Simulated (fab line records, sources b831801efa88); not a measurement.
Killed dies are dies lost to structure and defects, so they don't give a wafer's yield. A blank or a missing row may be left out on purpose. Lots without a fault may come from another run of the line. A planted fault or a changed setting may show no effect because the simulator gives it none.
Which tool did it? | flow sky130 | 6 lots, 18 wafers sampled, at 1 step of a route of 708

WHAT THE GAUGES READ, wafer by wafer
SKY_GATE_OXIDE_OVL_MEAS_10.
lot  | measured     | on         | GATE_OXIDE_OVL (nm)
L653 | day 13 23:14 | overlay-02 | -2.0 -2.7 -4.8
L660 | day 17 08:37 | overlay-01 | -2.2 -1.5 -3.3
L664 | day 18 07:05 | overlay-01 | -2.5 2.0 0.3
L669 | day 19 22:16 | overlay-01 | 0.5 1.4 0.9
L671 | day 20 12:31 | overlay-02 | -6.0 -2.6 -3.6
L674 | day 21 15:22 | overlay-01 | -0.3 0.0 1.1

WHICH TOOL RAN EACH LOT (tool, then ch and the chambers of the sampled wafers, then the start)
The record holds no process step before these readings.

THE ANSWER, worked out from the rows above alone
Rule: what is usual is taken from the lots themselves. Put in order of their means at a reading, lots are off if they are a third of the lots or fewer, leave a main group of 4 or more, and stand apart from it by a gap of 3 or more times the standard deviation of the main group's means; of several such gaps the widest counts. A main group whose means are all the same, to the digits that the tables above print for the reading, isn't used. A lot without any number at a reading at which 4 lots or more have one is off too. The other lots that the step has rows for count as sound.
No lot is off at any reading shown: from this, nothing can be told.

WHAT THE SIMULATOR HAD PUT IN
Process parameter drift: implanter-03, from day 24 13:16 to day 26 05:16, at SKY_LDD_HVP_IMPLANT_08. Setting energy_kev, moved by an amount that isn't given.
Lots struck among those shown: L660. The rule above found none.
